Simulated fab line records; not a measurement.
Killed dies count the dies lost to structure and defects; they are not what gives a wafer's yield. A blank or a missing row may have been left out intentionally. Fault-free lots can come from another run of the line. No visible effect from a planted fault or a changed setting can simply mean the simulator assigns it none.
fab line records ; flow gf180mcu
record: lots: 12; wafers: 36; lastDay: 34
route steps=602 shown V2@397 V3@430 M4@461
lots that met no fault: taken from a fault-free run of the same line
startH: hours from the record's opening day to when the first of the lot's shown wafers began ; waitH: time in hours since the lot's previous step ; " unchanged from the row above ; L1.1+2: several wafers, shown together as one row ; - no value, or no start given ; * or withheld: withheld ; < > ~ a bound
route shown NAME@n: NAME is a module with steps in the file, n the number in the route of the first one ; usual: the fault-free wafers' mean and standard deviation ; same: alike in all rows ; chamber/n: place in a boat ; sites: readings site by site ; _std_site: how widely they spread, as a standard deviation ; _edge_site: the outer-site mean with the inner-site mean subtracted ; radiusMm: for every site, how far away it sits from the centre of the wafer ; mask NAME#n: copy n ; behind: the last tool/chamber to shape the wafer ; hold: why the lot was held/for how many hours/how that ended ; device: which transistor (n, p or np) failed to switch ; end of line: tests of these same wafers at the route's end ; for a step that has no rows: nothing shown but its recipe ; killed: dies that structure and defects cost at the first sort, which is not the same as the wafer's yield ; map: a wafer's dies, x killed, . not, _ none there
set.NAME: the run value of the setting; set.NAME@STEP: its run value at that earlier step ; model.NAME: the simulator's own value behind a step, which no gauge read
one table for each step of the route and one row for each wafer, over a sample of lots
services: from which hour (startH, from the record's first day; less than 0 if before it) a tool's chamber was out of use, for how many hours, and why
== steps ==
step: GF_V2_OVL_MEAS_15
usual: V2_OVL: 1/5.9
lot.wafer;tool;chamber;startH;waitH;V2_OVL[nm]
L940.3;overlay-02;-;479.68;0.1;9
L940.5;overlay-02;-;479.68;0.1;6
L940.6;overlay-02;-;479.68;0.1;6
L942.1;overlay-02;-;497.30;0.1;10
L942.3;overlay-02;-;497.30;0.1;3
L942.4;overlay-02;-;497.30;0.1;1
L943.2;overlay-01;-;511.51;0.1;-1
L943.3;overlay-01;-;511.51;0.1;-2
L943.5;overlay-01;-;511.51;0.1;1
L944.2;overlay-01;-;521.63;0.1;7
L944.4;overlay-01;-;521.63;0.1;7
L944.6;overlay-01;-;521.63;0.1;3
L946.2;overlay-01;-;537.42;0.1;-1
L946.5;overlay-01;-;537.42;0.1;-1
L946.6;overlay-01;-;537.42;0.1;5
L945.1;overlay-01;-;538.45;0.1;7
L945.4;overlay-01;-;538.45;0.1;5
L945.6;overlay-01;-;538.45;0.1;5
L948.1;overlay-01;-;553.60;0.1;5
L948.2;overlay-01;-;553.60;0.1;7
L948.5;overlay-01;-;553.60;0.1;4
L950.1;overlay-02;-;571.30;0.1;-4
L950.4;overlay-02;-;571.30;0.1;-9
L950.6;overlay-02;-;571.30;0.1;2
L957.3;overlay-01;-;623.47;0.1;-5
L957.4;overlay-01;-;623.47;0.1;-4
L957.6;overlay-01;-;623.47;0.1;2
L959.1;overlay-02;-;632.01;0.1;-13
L959.2;overlay-02;-;632.01;0.1;-6
L959.6;overlay-02;-;632.01;0.1;-8
L960.1;overlay-01;-;638.05;0.1;-2
L960.5;overlay-01;-;638.05;0.1;0
L960.6;overlay-01;-;638.05;0.1;1
L961.3;overlay-01;-;646.22;0.1;7
L961.4;overlay-01;-;646.22;0.1;5
L961.6;overlay-01;-;646.22;0.1;7
step: GF_V3_THK_MEAS_01
recipe: reads: SiO2_of_V3_CVD_00
usual: V3_CVD_00_THK: 599/5.8
lot.wafer;tool;chamber;startH;waitH;V3_CVD_00_THK[nm]
L940.3;filmMetro-01;-;505.85;0.1;596
L940.5;filmMetro-01;-;505.85;0.1;598
L940.6;filmMetro-01;-;505.85;0.1;598
L942.1;filmMetro-01;-;523.43;0.0;598
L942.3;filmMetro-01;-;523.43;0.0;592
L942.4;filmMetro-01;-;523.43;0.0;600
L943.2;filmMetro-04;-;537.19;0.0;600
L943.3;filmMetro-04;-;537.19;0.0;593
L943.5;filmMetro-04;-;537.19;0.0;593
L944.2;filmMetro-01;-;547.32;0.0;601
L944.4;filmMetro-01;-;547.32;0.0;596
L944.6;filmMetro-01;-;547.32;0.0;597
L946.2;filmMetro-02;-;562.02;0.1;604
L946.5;filmMetro-02;-;562.02;0.1;605
L946.6;filmMetro-02;-;562.02;0.1;600
L945.1;filmMetro-01;-;563.29;0.0;585
L945.4;filmMetro-01;-;563.29;0.0;604
L945.6;filmMetro-01;-;563.29;0.0;584
L948.1;filmMetro-01;-;578.28;0.0;601
L948.2;filmMetro-01;-;578.28;0.0;588
L948.5;filmMetro-01;-;578.28;0.0;587
L950.1;filmMetro-04;-;595.64;0.0;596
L950.4;filmMetro-04;-;595.64;0.0;603
L950.6;filmMetro-04;-;595.64;0.0;596
L957.3;filmMetro-02;-;645.84;0.1;592
L957.4;filmMetro-02;-;645.84;0.1;598
L957.6;filmMetro-02;-;645.84;0.1;601
L959.1;filmMetro-01;-;654.10;0.0;598
L959.2;filmMetro-01;-;654.10;0.0;599
L959.6;filmMetro-01;-;654.10;0.0;605
L960.1;filmMetro-01;-;660.67;0.0;602
L960.5;filmMetro-01;-;660.67;0.0;603
L960.6;filmMetro-01;-;660.67;0.0;600
L961.3;filmMetro-04;-;668.22;0.1;600
L961.4;filmMetro-04;-;668.22;0.1;598
L961.6;filmMetro-04;-;668.22;0.1;604
step: GF_V3_CVD_02
recipe: material: SiO2; targetThkNm: 850; precursor: TEOS; tempC: 400; timeS: 94.851; rfW: 600
usual: heaterPowerW: 635/79
lot.wafer;tool;chamber;startH;waitH;heaterPowerW
L940.3;pecvd-01;2;505.89;0.0;697
L940.5;pecvd-01;1;505.89;0.0;834
L940.6;pecvd-01;0;505.89;0.0;550
L942.1;pecvd-01;1;523.49;0.1;814
L942.3;pecvd-01;0;523.49;0.1;716
L942.4;pecvd-01;1;523.49;0.1;834
L943.2;pecvd-04;1;537.24;0.0;592
L943.3;pecvd-04;2;537.24;0.0;733
L943.5;pecvd-04;2;537.24;0.0;763
L944.2;pecvd-01;1;547.37;0.0;670
L944.4;pecvd-01;2;547.37;0.0;642
L944.6;pecvd-01;0;547.37;0.0;616
L946.2;pecvd-04;0;562.07;0.0;621
L946.5;pecvd-04;0;562.07;0.0;676
L946.6;pecvd-04;1;562.07;0.0;592
L945.1;pecvd-02;2;563.35;0.1;585
L945.4;pecvd-02;0;563.35;0.1;520
L945.6;pecvd-02;2;563.35;0.1;619
L948.1;pecvd-02;1;578.34;0.1;574
L948.2;pecvd-02;2;578.34;0.1;566
L948.5;pecvd-02;2;578.34;0.1;627
L950.1;pecvd-02;0;595.70;0.1;515
L950.4;pecvd-02;0;595.70;0.1;589
L950.6;pecvd-02;2;595.70;0.1;637
L957.3;pecvd-04;1;645.88;0.0;715
L957.4;pecvd-04;0;645.88;0.0;612
L957.6;pecvd-04;1;645.88;0.0;538
L959.1;pecvd-02;2;654.16;0.1;598
L959.2;pecvd-02;1;654.16;0.1;609
L959.6;pecvd-02;0;654.16;0.1;501
L960.1;pecvd-01;2;660.73;0.1;580
L960.5;pecvd-01;2;660.73;0.1;615
L960.6;pecvd-01;0;660.73;0.1;668
L961.3;pecvd-04;0;668.26;0.0;627
L961.4;pecvd-04;1;668.26;0.0;555
L961.6;pecvd-04;2;668.26;0.0;603
step: GF_V3_THK_MEAS_03
recipe: reads: SiO2_of_V3_CVD_02
usual: V3_CVD_02_THK: 851/11
lot.wafer;tool;chamber;startH;waitH;hold;V3_CVD_02_THK[nm]
L940.3;filmMetro-01;-;505.97;0.1;-;858
L940.5;filmMetro-01;-;505.97;0.1;-;856
L940.6;filmMetro-01;-;505.97;0.1;-;858
L942.1;filmMetro-04;-;523.56;0.0;-;835
L942.3;filmMetro-04;-;523.56;0.0;-;855
L942.4;filmMetro-04;-;523.56;0.0;-;861
L943.2;filmMetro-01;-;537.31;0.0;-;829
L943.3;filmMetro-01;-;537.31;0.0;-;837
L943.5;filmMetro-01;-;537.31;0.0;-;854
L944.2;filmMetro-04;-;547.45;0.0;-;843
L944.4;filmMetro-04;-;547.45;0.0;-;880
L944.6;filmMetro-04;-;547.45;0.0;-;868
L946.2;filmMetro-01;-;562.15;0.0;-;850
L946.5;filmMetro-01;-;562.15;0.0;-;863
L946.6;filmMetro-01;-;562.15;0.0;-;853
L945.1;filmMetro-04;-;563.42;0.0;-;834
L945.4;filmMetro-04;-;563.42;0.0;-;853
L945.6;filmMetro-04;-;563.42;0.0;-;841
L948.1;filmMetro-04;-;578.41;0.0;awaitDispo/0.2h/release;927
L948.2;filmMetro-04;-;578.41;0.0;awaitDispo/0.2h/release;846
L948.5;filmMetro-04;-;578.41;0.0;awaitDispo/0.2h/release;846
L948.1;filmMetro-04;-;578.68;0.3;-;926
L948.2;filmMetro-04;-;578.68;0.3;-;846
L948.5;filmMetro-04;-;578.68;0.3;-;846
L950.1;filmMetro-02;-;595.77;0.0;awaitDispo/0.2h/release;921
L950.4;filmMetro-02;-;595.77;0.0;awaitDispo/0.2h/release;931
L950.6;filmMetro-02;-;595.77;0.0;awaitDispo/0.2h/release;854
L950.1;filmMetro-02;-;595.99;0.2;-;922
L950.4;filmMetro-02;-;595.99;0.2;-;931
L950.6;filmMetro-02;-;595.99;0.2;-;854
L957.3;filmMetro-01;-;645.97;0.1;-;829
L957.4;filmMetro-01;-;645.97;0.1;-;860
L957.6;filmMetro-01;-;645.97;0.1;-;847
L959.1;filmMetro-01;-;654.23;0.0;-;833
L959.2;filmMetro-01;-;654.23;0.0;-;836
L959.6;filmMetro-01;-;654.23;0.0;-;853
L960.1;filmMetro-02;-;660.80;0.0;-;863
L960.5;filmMetro-02;-;660.80;0.0;-;869
L960.6;filmMetro-02;-;660.80;0.0;-;866
L961.3;filmMetro-02;-;668.35;0.1;-;850
L961.4;filmMetro-02;-;668.35;0.1;-;858
L961.6;filmMetro-02;-;668.35;0.1;-;861
step: GF_V3_CMP_04
recipe: material: SiO2; downForcePsi: 4; platenRpm: 60; padVelocityMS: 0.94248
usual: headPressurePsi: 4.000/0.0084; motorCurrentA: 11.9/0.8; timeToEndpointS: 81/5.2
lot.wafer;tool;chamber;startH;waitH;hold;headPressurePsi;motorCurrentA;timeToEndpointS
L940.3;cmp-02;1;506.16;0.2;-;4.004;12.0;81
L940.5;cmp-02;2;506.16;0.2;-;3.999;12.1;84
L940.6;cmp-02;3;506.16;0.2;-;4.016;12.5;86
L942.4;cmp-02;1;523.62;0.0;-;3.994;12.9;81
L942.1;cmp-02;3;523.62;0.0;-;3.998;13.3;79
L942.3;cmp-02;0;523.62;0.0;-;3.990;11.4;81
L943.3;cmp-02;1;537.41;0.1;-;3.994;12.5;72
L943.2;cmp-02;2;537.41;0.1;-;4.014;12.6;71
L943.5;cmp-02;1;537.41;0.1;-;4.012;12.2;79
L944.2;cmp-02;3;547.60;0.1;-;4.006;12.4;80
L944.4;cmp-02;0;547.60;0.1;-;4.004;11.5;87
L944.6;cmp-02;1;547.60;0.1;-;3.998;11.9;83
L946.2;cmp-01;3;562.25;0.1;-;4.002;12.4;81
L946.5;cmp-01;2;562.25;0.1;-;4.009;10.9;87
L946.6;cmp-01;3;562.25;0.1;-;4.004;12.1;84
L945.1;cmp-01;0;563.53;0.1;-;4.000;10.7;77
L945.4;cmp-01;2;563.53;0.1;-;4.001;11.8;81
L945.6;cmp-01;0;563.53;0.1;-;3.994;10.9;81
L948.2;cmp-02;0;580.52;1.8;awaitDispo/1.7h/release;3.989;11.1;76
L948.1;cmp-02;1;580.52;1.8;awaitDispo/1.7h/release;3.994;12.6;105
L948.5;cmp-02;0;580.52;1.8;awaitDispo/1.7h/release;4.003;11.6;75
L950.1;cmp-02;2;597.72;1.7;awaitDispo/1.1h/release;4.013;13.0;105
L950.4;cmp-02;3;597.72;1.7;awaitDispo/1.1h/release;3.992;12.8;107
L950.6;cmp-02;0;597.72;1.7;awaitDispo/1.1h/release;3.996;11.3;75
L957.4;cmp-02;1;646.01;0.0;-;3.994;12.8;85
L957.3;cmp-02;3;646.01;0.0;-;3.992;12.8;77
L957.6;cmp-02;2;646.01;0.0;-;3.986;12.3;78
L959.2;cmp-02;0;654.39;0.1;-;4.007;10.5;74
L959.1;cmp-02;1;654.39;0.1;-;3.990;12.0;72
L959.6;cmp-02;3;654.39;0.1;-;3.995;13.0;87
L960.1;cmp-02;1;660.96;0.1;-;3.986;12.3;81
L960.6;cmp-02;3;660.96;0.1;-;3.997;12.9;90
L960.5;cmp-02;0;660.96;0.1;-;3.998;10.7;90
L961.3;cmp-01;2;668.49;0.1;-;4.012;11.5;83
L961.4;cmp-01;3;668.49;0.1;-;4.000;12.1;84
L961.6;cmp-01;0;668.49;0.1;-;4.007;11.0;91
step: GF_M4_RS_MEAS_05
recipe: thkMeasGauge: four-point-probe; reads: TiN_of_M4_SPUTTER_04+Ti_of_M4_SPUTTER_03+AlCu_of_M4_SPUTTER_02+TiN_of_M4_SPUTTER_01+Ti_of_M4_SPUTTER_00
usual: M4_ALCU_RS: 0.0695/0.00091
lot.wafer;tool;chamber;startH;waitH;M4_ALCU_RS[ohm/sq]
L940.3;filmMetro-01;-;531.40;0.1;0.0699
L940.5;filmMetro-01;-;531.40;0.1;0.0714
L940.6;filmMetro-01;-;531.40;0.1;0.0719
L942.1;filmMetro-01;-;548.63;0.0;0.0678
L942.3;filmMetro-01;-;548.63;0.0;0.0694
L942.4;filmMetro-01;-;548.63;0.0;0.0697
L943.2;filmMetro-04;-;561.94;0.0;0.0706
L943.3;filmMetro-04;-;561.94;0.0;0.0700
L943.5;filmMetro-04;-;561.94;0.0;0.0690
L944.2;filmMetro-01;-;571.51;0.0;0.0689
L944.4;filmMetro-01;-;571.51;0.0;0.0688
L944.6;filmMetro-01;-;571.51;0.0;0.0693
L946.2;filmMetro-04;-;585.57;0.0;0.0694
L946.5;filmMetro-04;-;585.57;0.0;0.0694
L946.6;filmMetro-04;-;585.57;0.0;0.0690
L945.1;filmMetro-01;-;587.43;0.0;0.0698
L945.4;filmMetro-01;-;587.43;0.0;0.0708
L945.6;filmMetro-01;-;587.43;0.0;0.0702
L948.1;filmMetro-01;-;602.32;0.0;0.0696
L948.2;filmMetro-01;-;602.32;0.0;0.0683
L948.5;filmMetro-01;-;602.32;0.0;0.0690
L950.1;filmMetro-04;-;618.40;0.0;0.0701
L950.4;filmMetro-04;-;618.40;0.0;0.0710
L950.6;filmMetro-04;-;618.40;0.0;0.0710
L957.3;filmMetro-01;-;667.63;0.1;0.0689
L957.4;filmMetro-01;-;667.63;0.1;0.0699
L957.6;filmMetro-01;-;667.63;0.1;0.0687
L959.1;filmMetro-04;-;675.39;0.0;0.0684
L959.2;filmMetro-04;-;675.39;0.0;0.0695
L959.6;filmMetro-04;-;675.39;0.0;0.0691
L960.1;filmMetro-04;-;682.58;0.0;0.0685
L960.5;filmMetro-04;-;682.58;0.0;0.0684
L960.6;filmMetro-04;-;682.58;0.0;0.0688
L961.3;filmMetro-04;-;689.91;0.1;0.0698
L961.4;filmMetro-04;-;689.91;0.1;0.0707
L961.6;filmMetro-04;-;689.91;0.1;0.0698
== services ==
tool;chamber;startH;hours;kind
cmp-01;-;491.88;1.1;repair
cmp-01;-;498.67;0.8;repair
pecvd-01;-;499.72;1.1;repair
cmp-02;-;514.07;0.3;repair
pecvd-02;-;516.11;5.2;repair
pecvd-02;1;521.99;16.7;repair
pecvd-02;0;551.89;4.0;repair
cmp-02;-;572.00;4.0;pm
cmp-02;-;576.00;-;consumableReplace:conditioner
cmp-02;-;576.00;-;consumableReplace:pad
pecvd-04;2;584.80;15.8;repair
cmp-01;-;590.85;2.1;repair
pecvd-04;-;591.12;14.0;pm
pecvd-04;0;591.12;14.0;ventCycle
pecvd-04;1;591.12;14.0;ventCycle
pecvd-04;2;591.12;14.0;ventCycle
pecvd-04;0;605.12;-;clean
pecvd-04;1;605.12;-;clean
pecvd-04;2;605.12;-;clean
pecvd-02;-;618.37;0.8;pm
pecvd-02;-;635.38;2.8;pm
cmp-02;-;638.57;1.8;repair
cmp-01;-;643.00;4.1;pm
pecvd-04;-;662.95;0.5;repair
== key ==
firstSign: step: GF_V3_THK_MEAS_03; reading: visit; direction: added
effect: step: GF_V3_THK_MEAS_03; reading: V3_CVD_02_THK; direction: up; sigmas: 6.8; usual: 851; struck: 927
effect: step: GF_V3_CMP_04; reading: timeToEndpointS; direction: up; sigmas: 4.9; usual: *; struck: *
metAt GF_V3_CVD_02
struckLots L948,L950
struckWafers L948.1,L950.1,L950.4
notActingAt GF_V2_OVL_MEAS_15,GF_V3_THK_MEAS_01,GF_M4_RS_MEAS_05
onsetBetween 563.35 578.34
fault: kind: processParameterDrift; tool: pecvd-02; chamber: -; onsetH: 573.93; steps: GF_V3_CVD_02; channel: targetThkNm; offset: 78.923; shape: step; endH: 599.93; scope: struckWafersOnly; actsIn: theseRecipesOnly; stated: 850
